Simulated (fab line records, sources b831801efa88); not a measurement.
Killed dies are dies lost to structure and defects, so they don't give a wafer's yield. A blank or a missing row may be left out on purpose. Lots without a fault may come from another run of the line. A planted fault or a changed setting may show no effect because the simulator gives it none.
Which tool did it? | flow sfq_line | 15 lots, 45 wafers sampled, at 5 steps of a route of 325

WHAT THE GAUGES READ, wafer by wafer
SFQ_I7_OVL_MEAS_947.
lot  | measured     | on         | I7_OVL (nm)
L695 | day 72 08:19 | overlay-02 | -2 -4 -2
L696 | day 72 09:31 | overlay-02 | -7 -1 -2
L698 | day 72 17:47 | overlay-02 | -3 2 -5
L699 | day 72 20:11 | overlay-02 | 1 5 1
L702 | day 79 21:25 | overlay-01 | 5 -1 -3
L703 | day 79 22:38 | overlay-01 | -7 -9 -11
L705 | day 80 01:14 | overlay-01 | 3 1 -2
L710 | day 80 14:26 | overlay-02 | -3 1 -4
L711 | day 80 23:26 | overlay-01 | -3 2 -2
L712 | day 81 10:19 | overlay-02 | -5 -4 -4
L713 | day 82 05:14 | overlay-01 | -6 -3 -7
L714 | day 82 08:15 | overlay-01 | 10 2 2
L715 | day 82 16:48 | overlay-02 | 6 7 3
L716 | day 82 23:15 | overlay-01 | 2 1 -5
L717 | day 88 04:13 | overlay-01 | 7 7 1

WHICH TOOL RAN EACH LOT (tool, then ch and the chambers of the sampled wafers, then the start)
lot  | SFQ_TRILAYER_I0_CMP_CMP_028   | SFQ_TRILAYER_I0_METRO_MEASURE_029 | SFQ_TRILAYER_I0_VIA_ETCH_VIA_ETCH_034 | SFQ_TRILAYER_M5_STRIP_STRIP_127
L695 | cmp-01 ch 1,3, day 12 20:48   | film_metro-01, day 13 00:19       | rie_diel-01 ch 0,1,3, day 18 17:04    | rie_metal-03 ch 0,1, day 50 05:38
L696 | cmp-02 ch 0,1,3, day 13 08:40 | film_metro-02, day 13 10:59       | rie_diel-01 ch 1,2, day 19 02:40      | rie_metal-04 ch 0,1, day 50 07:50
L698 | cmp-01 ch 0,2,3, day 13 23:34 | film_metro-01, day 14 02:05       | rie_diel-02 ch 0,1,2, day 20 01:52    | rie_metal-04 ch 0,1, day 50 14:02
L699 | cmp-01 ch 1,2, day 14 08:04   | film_metro-02, day 14 10:53       | rie_diel-01 ch 1,2,3, day 20 11:28    | rie_metal-04 ch 0,1, day 50 23:26
L702 | cmp-01 ch 2,3, day 15 01:16   | film_metro-02, day 15 03:53       | rie_diel-02 ch 0,1,3, day 21 09:10    | rie_metal-04 ch 0, day 63 01:01
L703 | cmp-02 ch 0,3, day 15 05:08   | film_metro-02, day 15 08:28       | rie_diel-01 ch 2,3, day 21 13:58      | rie_metal-01 ch 1, day 63 03:37
L705 | cmp-02 ch 2,3, day 15 16:22   | film_metro-02, day 15 19:29       | rie_diel-01 ch 0,1,3, day 22 04:22    | rie_metal-01 ch 1, day 63 11:49
L710 | cmp-02 ch 0,2,3, day 18 13:25 | film_metro-03, day 18 16:14       | rie_diel-01 ch 1,2,3, day 25 14:31    | rie_metal-04 ch 0, day 64 02:05
L711 | cmp-01 ch 0,2,3, day 18 20:58 | film_metro-03, day 18 23:47       | rie_diel-02 ch 1,3, day 25 17:08      | rie_metal-03 ch 0,1, day 64 03:17
L712 | cmp-01 ch 1,2,3, day 19 04:53 | film_metro-03, day 19 08:00       | rie_diel-01 ch 0,1,2, day 26 02:44    | rie_metal-04 ch 0,1, day 64 04:29
L713 | cmp-01 ch 1,2,3, day 19 22:34 | film_metro-01, day 20 01:11       | rie_diel-01 ch 0,1,2, day 26 13:32    | rie_metal-01 ch 0,1, day 65 14:17
L714 | cmp-02 ch 0,2, day 20 00:58   | film_metro-02, day 20 03:47       | rie_diel-04 ch 1,2, day 26 15:56      | rie_metal-03 ch 0,1, day 65 17:53
L715 | cmp-02 ch 0,1,3, day 20 07:40 | film_metro-02, day 20 10:47       | rie_diel-01 ch 0,2,3, day 26 21:56    | rie_metal-01 ch 0,1, day 65 23:53
L716 | cmp-02 ch 0,1,2, day 20 18:46 | film_metro-03, day 20 20:35       | rie_diel-02 ch 2,3, day 27 05:08      | rie_metal-01 ch 0,1, day 67 00:38
L717 | cmp-02 ch 0,1, day 21 00:28   | film_metro-01, day 21 03:59       | rie_diel-02 ch 0,3, day 27 09:56      | rie_metal-01 ch 0,1, day 77 01:49
- SFQ_TRILAYER_I0_CMP_CMP_028: polishes SiO2.
- SFQ_TRILAYER_I0_METRO_MEASURE_029
- SFQ_TRILAYER_I0_VIA_ETCH_VIA_ETCH_034: etches SiO2 in CHF3, stops on Nb, target depth 260 nm.
- SFQ_TRILAYER_M5_STRIP_STRIP_127: strips in O2.

WHAT THE TOOLS THEMSELVES READ (means of the sampled wafers that have a number; where no wafer has one, the mark that the record gives instead)
SFQ_TRILAYER_I0_CMP_CMP_028.
lot  | tool   | edge_zone_pressure_frac | head_pressure_psi (psi) | motor_current_A (A) | time_to_endpoint_s (s)
L695 | cmp-01 | 1.000                   | 3.004                   | 11.4                | 214
L696 | cmp-02 | 1.001                   | 3.002                   | 9.0                 | 220
L698 | cmp-01 | 0.999                   | 3.005                   | 10.5                | 221
L699 | cmp-01 | 1.001                   | 2.993                   | 11.6                | 223
L702 | cmp-01 | 0.998                   | 3.002                   | 11.4                | 212
L703 | cmp-02 | 1.005                   | 2.997                   | 9.4                 | 214
L705 | cmp-02 | 0.993                   | 2.995                   | 9.2                 | 200
L710 | cmp-02 | 1.003                   | 3.005                   | 9.9                 | 211
L711 | cmp-01 | 1.003                   | 3.008                   | 10.6                | 220
L712 | cmp-01 | 1.000                   | 2.999                   | 11.6                | 214
L713 | cmp-01 | -                       | -                       | -                   | -
L714 | cmp-02 | -                       | -                       | -                   | -
L715 | cmp-02 | -                       | -                       | -                   | -
L716 | cmp-02 | 0.995                   | 2.997                   | 9.7                 | 215
L717 | cmp-02 | 1.002                   | 3.000                   | 10.2                | 218

SFQ_TRILAYER_I0_METRO_MEASURE_029.
lot  | tool          | thk_nm (nm)
L695 | film_metro-01 | 199.7
L696 | film_metro-02 | 200.2
L698 | film_metro-01 | 201.2
L699 | film_metro-02 | 201.0
L702 | film_metro-02 | 199.8
L703 | film_metro-02 | 199.3
L705 | film_metro-02 | 198.8
L710 | film_metro-03 | 197.7
L711 | film_metro-03 | 201.8
L712 | film_metro-03 | 200.8
L713 | film_metro-01 | 504.4
L714 | film_metro-02 | 497.8
L715 | film_metro-02 | 493.5
L716 | film_metro-03 | 200.9
L717 | film_metro-01 | 198.8

SFQ_TRILAYER_I0_VIA_ETCH_VIA_ETCH_034.
lot  | tool        | drypump_motor_current_A (A) | oes_product_au (a.u.)
L695 | rie_diel-01 | 5.4                         | 0.857
L696 | rie_diel-01 | 5.6                         | 0.856
L698 | rie_diel-02 | 5.9                         | 0.856
L699 | rie_diel-01 | 5.7                         | 0.861
L702 | rie_diel-02 | 5.5                         | 0.853
L703 | rie_diel-01 | 5.7                         | 0.854
L705 | rie_diel-01 | 5.4                         | 0.855
L710 | rie_diel-01 | 5.7                         | 0.845
L711 | rie_diel-02 | 5.6                         | 0.858
L712 | rie_diel-01 | 5.7                         | 0.859
L713 | rie_diel-01 | 5.7                         | 1.621
L714 | rie_diel-04 | 6.2                         | 1.625
L715 | rie_diel-01 | 5.8                         | 1.614
L716 | rie_diel-02 | 5.6                         | 0.856
L717 | rie_diel-02 | 5.3                         | 0.852

SFQ_TRILAYER_M5_STRIP_STRIP_127.
lot  | tool         | drypump_motor_current_A (A) | oes_product_au (a.u.) | platen_temp_c (C)
L695 | rie_metal-03 | 5.73                        | 1.008                 | 39.90
L696 | rie_metal-04 | 5.70                        | 0.995                 | 39.99
L698 | rie_metal-04 | 5.53                        | 0.999                 | 40.02
L699 | rie_metal-04 | 5.52                        | 0.994                 | 39.91
L702 | rie_metal-04 | 5.87                        | 0.995                 | 40.11
L703 | rie_metal-01 | 5.97                        | 1.002                 | 39.95
L705 | rie_metal-01 | 5.94                        | 0.999                 | 40.01
L710 | rie_metal-04 | 5.88                        | 1.000                 | 39.92
L711 | rie_metal-03 | 5.94                        | 0.998                 | 39.93
L712 | rie_metal-04 | 5.54                        | 1.006                 | 40.02
L713 | rie_metal-01 | 5.78                        | 0.989                 | 40.06
L714 | rie_metal-03 | 5.94                        | 1.001                 | 40.06
L715 | rie_metal-01 | 5.77                        | 0.987                 | 39.90
L716 | rie_metal-01 | 5.86                        | 0.990                 | 39.95
L717 | rie_metal-01 | 5.76                        | 0.993                 | 39.83

THE ANSWER, worked out from the rows above alone
Rule: what is usual is taken from the lots themselves. Put in order of their means at a reading, lots are off if they are a third of the lots or fewer, leave a main group of 4 or more, and stand apart from it by a gap of 3 or more times the standard deviation of the main group's means; of several such gaps the widest counts. A main group whose means are all the same, to the digits that the tables above print for the reading, isn't used. A lot without any number at a reading at which 4 lots or more have one is off too. The other lots that the step has rows for count as sound. The gauges are gone through in route order, then the tools' own readings, and for those a lot's mean is taken as printed above. The first step at which some lot is off is used, and at that step the reading that is off furthest; a lot without a number counts as furthest.
Off: L713, L714, L715, at SFQ_TRILAYER_I0_CMP_CMP_028 (edge_zone_pressure_frac). Without a number there: L713, L714, L715. The main group: mean 1.000, standard deviation 0.0033.
A tool fits if, at that step or a process step before it, it ran every lot that is off, and no sound lot after the first of them. None of those tried fits.

WHAT THE SIMULATOR HAD PUT IN
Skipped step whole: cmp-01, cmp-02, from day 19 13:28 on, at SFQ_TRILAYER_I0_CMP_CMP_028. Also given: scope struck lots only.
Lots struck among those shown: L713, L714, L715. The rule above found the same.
